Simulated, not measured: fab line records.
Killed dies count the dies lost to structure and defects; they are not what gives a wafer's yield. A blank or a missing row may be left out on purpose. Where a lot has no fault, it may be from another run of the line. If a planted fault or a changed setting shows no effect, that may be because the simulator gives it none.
A struck lot beside a sound one | flow gf180mcu | 19 out of 602 route steps
Sound: these wafers, L109.1, L109.4, L109.5. The struck wafers were L101.1, L101.2, L101.6. Last of all comes the cause.
For every step that has rows: the tool of each side, followed by ch and its chambers, followed by its first start. Under that, the readings that differ: sound wafers | struck wafers | difference of the means | sigmas: that difference in standard deviations of wafers without a fault.
alike: a reading whose means differ by less than 2 such deviations, as well as words and numbers matching on both sides. not compared: withheld readings; readings where some wafer has no value; bounds like >300 that might hide an equal value; numbers whose values overlap and for which the record gives no deviation.
A row with sigmas, a row that says differs or no value, or rows on one side alone: a step with any of these is where the two part. Numbers that don't overlap but have no deviation are shown without sigmas and don't part them. A reading missing from all wafers of one side parts the sides only when that side holds two or more wafers.

GF_SALICIDE_RTA_06: time 30 s.
  sound on rtp anneal-02 ch 0, day 21 05:02; struck on rtp anneal-02 ch 0, day 18 13:31
  alike: lamp power pct, wafer_temp_C_max
then, 1 step without rows for these wafers: GF_SALICIDE_WET_ETCH_07 (etches the open film in SPM, target depth 120 nm).
GF_SALICIDE_RTA_08: time 30 s.
  sound on rtp anneal-01 ch 0, day 21 05:14; struck on rtp anneal-01 ch 0, day 18 13:43
  alike: lamp power pct, wafer_temp_C_max
then, 1 step without rows for these wafers: GF_CONTACT_CVD_00 (deposits SiO2, target thk 300 nm, time 50 s).
GF_CONTACT_THK_MEAS_01:
  struck on film metro-03, day 18 13:52; sound on film metro-03, day 21 05:23
  alike: CONTACT_CVD_00_THK
GF_CONTACT_CVD_02: deposits SiO2 from TEOS, target thk 860 nm, time 95.992 s.
  sound on pecvd-04 ch 0,1,2, day 21 05:26; struck on pecvd-04 ch 0,1,2, day 18 13:55
  alike: heater power w
  not compared: since wet clean h
GF_CONTACT_THK_MEAS_03:
  struck on film metro-04, day 18 13:59; sound on film metro-03, day 21 05:31
  alike: CONTACT_CVD_02_THK
GF_CONTACT_CMP_04: polishes SiO2.
  sound on cmp-02 ch 0,3, day 21 05:34; struck on cmp-02 ch 0,2, day 18 14:03
  alike: motor current A, time to endpoint s
GF_CONTACT_BOW_MEAS_05:
  struck on film metro-03, day 18 14:21; sound on film metro-01, day 21 05:52
  alike: CONTACT_BOW
then, 3 steps without rows for these wafers: GF_CONTACT_DEHYDRATE_06 (time 60 s); GF_CONTACT_HMDS_07 (prime time 60 s); GF_CONTACT_COAT_08.
GF_CONTACT_COAT_09: resist thk 1000 nm.
  sound on litho track-02 ch 0, day 21 17:00; struck on litho track-04 ch 0, day 19 02:00
  reading                                  | sound           | struck            | difference | sigmas
  model.KrF_of_CONTACT_COAT_09.thk nm (nm) | 998.8 1001 1000 | 964.2 967.2 969.2 | -33.1      |
  alike: exhaust pa
then, 3 steps without rows for these wafers: GF_CONTACT_SOFTBAKE_10 (time 60 s); GF_CONTACT_EXPOSE_11 (exposes mask Contact, target cd 220 nm); GF_CONTACT_PEB_12 (peb time 90 s).
GF_CONTACT_DEVELOP_13: develop time 60 s.
  sound on litho track-04 ch 0, day 22 05:57; struck on litho track-04 ch 0, day 19 14:03
  reading                                  | sound             | struck            | difference | sigmas
  model.KrF_of_CONTACT_COAT_09.thk nm (nm) | 983.8 986.4 985.1 | 949.3 952.3 954.2 | -33.2      |
  alike: exhaust pa
GF_CONTACT_CD_MEAS_14 targets a cd of 220 nm.
  struck on cd sem-02, day 19 14:12; sound on cd sem-01, day 22 06:06
  alike: cd nm
GF_PASSIVATION_PROBE_99:
  the record has rows for the sound wafers here (prober-02, day 33 16:30) and none for the struck ones

WHERE THEY PART
At GF_PASSIVATION_PROBE_99 and nowhere else, as far as this record goes.

WHY: whatever the simulator had introduced
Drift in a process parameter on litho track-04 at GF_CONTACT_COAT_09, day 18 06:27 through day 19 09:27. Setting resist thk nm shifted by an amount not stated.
